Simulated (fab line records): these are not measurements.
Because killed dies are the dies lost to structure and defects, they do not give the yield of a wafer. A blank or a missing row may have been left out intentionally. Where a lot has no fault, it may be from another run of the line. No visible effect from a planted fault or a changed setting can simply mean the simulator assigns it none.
The tool behind it: which one? ; flow sky130 ; 21 wafers from 7 lots sampled at 2 of the route's 708 steps

== WHAT THE GAUGES SHOWED, per wafer ==
SKY_SD_N_RS_MEAS_16: uses a four-point probe to measure.
lot;measured;on;SD_N_RS (ohm/sq)
L856;day 29 11:26;film-metro-02;68.38 68.57 68.64
L859;day 30 10:08;film-metro-01;68.68 68.47 68.41
L861;day 31 03:24;film-metro-02;68.47 68.48 68.44
L864;day 32 06:51;film-metro-02;68.43 68.50 68.42
L866;day 32 20:53;film-metro-01;68.51 68.56 68.66
L869;day 33 18:30;film-metro-02;74.74 74.63 74.74
L874;day 35 02:47;film-metro-03;68.57 68.58 68.67

== TOOL THAT RAN EACH LOT (tool first, then ch and the chambers of the sampled wafers, then the start) ==
lot;SKY_SD_N_RTA_14
L856;rtp-anneal-02 ch 0, day 29 11:16
L859;rtp-anneal-01 ch 0, day 30 09:58
L861;rtp-anneal-01 ch 0, day 31 03:11
L864;rtp-anneal-02 ch 0, day 32 06:39
L866;rtp-anneal-02 ch 0, day 32 20:39
L869;rtp-anneal-01 ch 0, day 33 18:20
L874;rtp-anneal-02 ch 0, day 35 02:34
- SKY_SD_N_RTA_14: time 2 s.

== THE ANSWER, worked out from the rows above alone ==
Rule: the lots themselves supply what counts as usual. Put in order of their means at a reading, lots are off if they are a third of the lots or fewer, leave a main group of 4 or more, and stand apart from it by a gap of 3 or more times the standard deviation of the main group's means; of several such gaps the widest counts. Not used: any main group whose means are identical at the precision the tables above print for the reading. A lot without any number at a reading at which 4 lots or more have one is off too. Where the step has rows for the other lots, those lots are counted as sound.
Off: L869, at SKY_SD_N_RS_MEAS_16 (SD_N_RS). Mean 68.52 ohm/sq and standard deviation 0.056 in the main group.
A tool fits if, at a process step before that reading, it ran every lot that is off, and no sound lot after the first of them. Gauges at SKY_SD_N_RS_MEAS_16: tried the same way as those tools. 2 tools fit, rtp-anneal-01 at SKY_SD_N_RTA_14 and film-metro-02 at SKY_SD_N_RS_MEAS_16, so this cannot tell which one it is.

== WHAT WAS PUT IN BY THE SIMULATOR ==
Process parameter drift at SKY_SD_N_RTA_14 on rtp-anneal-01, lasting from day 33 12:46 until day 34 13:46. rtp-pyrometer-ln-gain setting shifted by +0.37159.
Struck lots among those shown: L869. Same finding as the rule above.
